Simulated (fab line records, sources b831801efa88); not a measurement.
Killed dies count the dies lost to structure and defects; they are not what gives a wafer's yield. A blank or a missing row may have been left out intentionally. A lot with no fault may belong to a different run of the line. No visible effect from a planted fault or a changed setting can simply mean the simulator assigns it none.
A struck lot beside a sound one + flow sky130 + 16 out of 708 route steps
Sound: these wafers, L554.2, L554.3, L554.5. The struck wafers were L547.1, L547.3, L547.6. At the end, the cause is stated.
At each step with rows: each side's tool, then ch and its chambers, then its first start. Under that, the readings that differ: sound wafers + struck wafers + difference of the means + sigmas: that difference in standard deviations of wafers without a fault.
alike: readings whose means differ by less than 2 such deviations, and words and numbers that are the same on both sides. not compared: withheld readings, readings that some wafer has no value for, bounds like >300 that may hide the same value, and numbers for which the record gives no deviation and whose values overlap.
Wherever a step has rows on one side only, a row that says differs or no value, or a row with sigmas, the two part there. Non-overlapping numbers with no deviation appear without sigmas and do not part them. A reading that every wafer of one side lacks parts them only if that side has two wafers or more.

SKY_METAL5_SPUTTER_03: material Ti, target thk 5 nm, time 3.3 s.
  sound on pvd sputter-02, day 49 02:13; struck on pvd sputter-01, day 46 21:49
  alike: throttle valve pct
SKY_METAL5_SPUTTER_04: material TiN, target thk 70 nm, time 58.3 s.
  sound on pvd sputter-02, day 49 02:14; struck on pvd sputter-01, day 46 21:50
  alike: throttle valve pct
SKY_METAL5_RS_MEAS_05: uses a four-point probe to measure.
  sound on film metro-02, day 49 02:18; struck on film metro-02, day 46 21:53
  alike: METAL5_ALCU_RS
SKY_METAL5_THK_MEAS_06: measures by xrf.
  sound on film metro-02, day 49 02:25; struck on film metro-02, day 46 22:00
  alike: METAL5_ALCU_THK
then, 7 steps without rows for these wafers: SKY_METAL5_DEHYDRATE_07 (time 60 s); SKY_METAL5_HMDS_08 (prime time 60 s); SKY_METAL5_COAT_09 (resist thk 1800 nm); SKY_METAL5_SOFTBAKE_10 (time 60 s); SKY_METAL5_EXPOSE_11 (exposes mask MM5, target cd 1600 nm); SKY_METAL5_PEB_12; SKY_METAL5_DEVELOP_13 (develop time 60 s).
SKY_METAL5_DESCUM_14: chemistry O2, time 11 s.
  sound on rie metal-02 ch 0,1, day 49 19:18; struck on rie metal-02 ch 0, day 47 17:31
  alike: drypump motor current A, oes product au
  not compared: rf hours counter h
SKY_METAL5_METAL_ETCH_15: etches the open film in Cl2/BCl3, stops on SiO2, target depth 1260 nm, time 252 s.
  sound on rie metal-02 ch 0,1, day 49 19:20; struck on rie metal-02 ch 0, day 47 17:32
  no value came back on the struck wafers for any of 6 readings (bcl3 flow sccm (sccm), bias w (W) and others); on the sound wafers bcl3 flow sccm (sccm) reads 30.06 30.01 29.91
| reading                                     | sound           | struck            | difference | sigmas |
|---------------------------------------------|-----------------|-------------------|------------|--------|
| model.NOVOLAK_of_METAL5_COAT_09.thk nm (nm) | 1030 1048 1044  | 1799 1798 1793    | +756       |        |
| model.SiO2_of_VIA4_HDPCVD_00.thk nm (nm)    | 548.1 550 549.2 | 574.8 576.9 573.4 | +25.9      |        |
  not compared: rf hours counter h
SKY_METAL5_STRIP_16: strips in O2/N2.
  sound on plasma asher-04 ch 0,1, day 49 19:34; struck on plasma asher-04 ch 0,1, day 47 17:47
| reading                      | sound             | struck            | difference | sigmas |
|------------------------------|-------------------|-------------------|------------|--------|
| strip time to endpoint s (s) | 13.03 13.23 13.18 | 21.63 21.62 21.57 | +8.46      | +70    |
  alike: drypump motor current A, n2 flow sccm, oes product au
  not compared: rf hours counter h
then, 1 step without rows for these wafers: SKY_METAL5_STRIP_17 (strips in post etch residue remover, time 1200 s).
SKY_PAD_OPEN_PROBE_99:
  sound on prober-01, day 51 06:07; struck on prober-01, day 49 08:40
| reading                  | sound          | struck         | difference | sigmas      |
|--------------------------|----------------|----------------|------------|-------------|
| defect limited yield (%) | 81.9 83.7 85.4 | 0 0 0          | -84        | -46         |
| killed_at_M4_up          | 3 2 0          | 425 424 414    | +419       | +99 or more |
| killed dies              | 89 80 72       | 492 492 492    | +412       | +45         |
| killed on rim            | 22 20 22       | 96 96 96       | +75        | +20         |
| sort_bin_5_function (%)  | 10.6 10.2 8.9  | 94.7 92.1 92.9 | +83.3      | +52         |
| sort n pass              | 403 412 420    | 0 0 0          | -412       | -45         |
| sort yield pct (%)       | 81.9 83.7 85.4 | 0 0 0          | -84        | -46         |
  alike: killed_at_M0_to_M3, killed at contacts, killed at front end, killed at other, killed open, killed short, sort_bin_3_pad_short, sort_bin_6_memory

== WHERE THEY PART ==
Last at SKY_PAD_OPEN_PROBE_99 as far as this record goes, first at SKY_METAL5_METAL_ETCH_15.

WHY: whatever the simulator had introduced
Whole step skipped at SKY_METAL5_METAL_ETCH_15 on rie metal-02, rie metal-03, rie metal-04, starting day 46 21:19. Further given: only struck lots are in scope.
